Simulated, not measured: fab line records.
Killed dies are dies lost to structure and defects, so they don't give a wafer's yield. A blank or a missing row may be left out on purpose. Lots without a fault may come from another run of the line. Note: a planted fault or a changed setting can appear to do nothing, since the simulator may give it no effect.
Matching of chambers | flow sky130 | SKY_PASSIVATION_CVD_02 on pecvd-04 has 3 sister chambers
The step deposits Si3N4, target thk 540 nm. 6 wafers are shown with their chamber, then 7 later ones without.

== WAFERS, EACH WITH ITS CHAMBER ==
wafer  | chamber | heater-power-w (W) | heater-power-outer-w (W)
L076.6 | 2       | 562                | 329
L081.3 | 2       | 638                | 408
L082.3 | 0       | 602                | 340
L082.6 | 0       | 643                | 366
L086.2 | 1       | 628                | 373
L086.4 | 1       | 680                | 399

== WAFERS WITH NO CHAMBER GIVEN ==
wafer  | heater-power-w (W) | heater-power-outer-w (W)
L086.5 | 658                | 376
L092.3 | 651                | 359
L092.4 | 697                | 411
L092.5 | 689                | 420
L093.1 | 684                | 418
L093.2 | 711                | 405
L093.5 | 674                | 428

== EACH ONE'S CHAMBER ==
wafer  | from the rows above          | in truth
L086.5 | can't be placed: 1 or 0 or 2 | 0
L092.3 | can't be placed: 0 or 1 or 2 | 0
L092.4 | can't be placed: 1 or 0 or 2 | 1
L092.5 | can't be placed: 1 or 0 or 2 | 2
L093.1 | can't be placed: 1 or 0 or 2 | 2
L093.2 | can't be placed: 1 or 0 or 2 | 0
L093.5 | can't be placed: 1 or 0 or 2 | 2
Correctly placed: 0 of 7. Unplaceable from these rows: 7, with the true chamber sitting among the candidates in 7. 0 placed wrongly.
How it was worked out, from the rows above alone: a wafer's distance from a chamber is the root of the sum, over the readings, of the square of ((its reading less the chamber's mean) divided by the reading's scatter). The wafer belongs to the nearest chamber; if the next one is less than 2 further off, it can't be placed. For every chamber, the mean is computed from those of its wafers that are shown. The scatter: the root of (the sum of the squares of (reading less its chamber's mean) over the shown wafers, divided by (wafers less chambers)).
